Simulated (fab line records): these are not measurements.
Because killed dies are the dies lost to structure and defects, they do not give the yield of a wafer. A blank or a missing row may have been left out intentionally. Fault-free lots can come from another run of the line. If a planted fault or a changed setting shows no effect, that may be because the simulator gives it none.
One fault seen from 2 desks	flow gf180mcu	what lay behind the numbers comes last; until then each desk has only its own

## AT THE TOOL OWNER'S DESK: implanter-03
The tool's own readings at GF_MVPSD_IMPLANT_08: means of the sampled wafers that have a number, for each lot that ran on this tool. The brackets show how far a lot's mean lies from the usual mean; more than 4 standard deviations puts the lot out of limits, marked OUT.
Columns: A = beam_energy_keV at GF_MVPSD_IMPLANT_08, usual 170.00; B = dose_ions_cm2 at GF_MVPSD_IMPLANT_08, usual 1.4998e+13; C = faraday_current_uA at GF_MVPSD_IMPLANT_08, usual 84.6
lot	first seen here	A	B	C
L750	day 6 16:25	169.99	1.5005e+13	84.1
L752	day 7 05:11	170.02	1.4991e+13	84.7
L753	day 7 14:29	169.93	1.4997e+13	84.3
L761	day 9 14:14	170.02	1.2957e+13 (-99 or more) OUT	73.1 (-6.8) OUT
L762	day 9 19:50	170.03	1.2942e+13 (-99 or more) OUT	72.8 (-6.9) OUT
This desk's verdict: out of limits on L761, L762, starting with L761 at day 9 14:14 (dose_ions_cm2 at GF_MVPSD_IMPLANT_08). L750, L752, L753 stayed within limits.

## FROM THE METROLOGY DESK
What the gauges read, lot by lot, whatever tool the lot ran on: means of the sampled wafers that have a number. The brackets show how far a lot's mean lies from the usual mean; more than 4 standard deviations puts the lot out of limits, marked OUT.
Columns: A = MVSD_OVL at GF_MVSD_OVL_MEAS_07, usual -0.3 nm; B = MVPSD_TW at GF_MVPSD_TW_MEAS_11, usual 549; C = MVPSD_RS at GF_VT_IMPLANT_RS_MEAS_49, usual 1169 ohm/sq
lot	first seen here	A	B	C
L744	day 4 15:43	-1.5	548	1170
L745	day 4 23:43	-1.2	542	1169
L746	day 5 02:32	-0.7	547	1169
L747	day 5 08:59	1.0	553	1174
L750	day 6 01:40	-0.1	554	1166
L752	day 6 13:01	0.1	542	1169
L753	day 6 22:25	-1.4	551	1173
L761	day 8 21:13	1.3	533	1254 (+28) OUT
L762	day 9 02:37	2.0	522 (-5.5) OUT	1259 (+30) OUT
L764	day 9 12:34	-2.4	556	1168
L765	day 9 19:05	-0.7	555	1168
L766	day 10 01:29	-0.6	542	1168
This desk reports L761, L762 out of limits; the earliest was L762 at day 9 20:14 (MVPSD_TW at GF_MVPSD_TW_MEAS_11). L744, L745, L746, L747, L750, L752, L753, L764, L765, L766 stayed within limits.

## BROUGHT TOGETHER
The tool owner's desk could have raised an alarm at day 9 14:14, on L761, L762.
On L761, L762, the metrology desk was in a position to raise an alarm at day 9 20:14.
All the named lots went through GF_MVPSD_IMPLANT_08 on implanter-03.

## WHAT WAS PUT IN BY THE SIMULATOR
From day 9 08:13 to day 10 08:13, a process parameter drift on implanter-03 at GF_MVPSD_IMPLANT_08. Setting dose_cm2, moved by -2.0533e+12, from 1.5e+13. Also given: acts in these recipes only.
Shown lots that were struck: L761, L762.
Delay (hours) between the fault's onset and each desk's first out-of-limits reading: 6 at the tool owner's desk, 12 at the metrology desk.
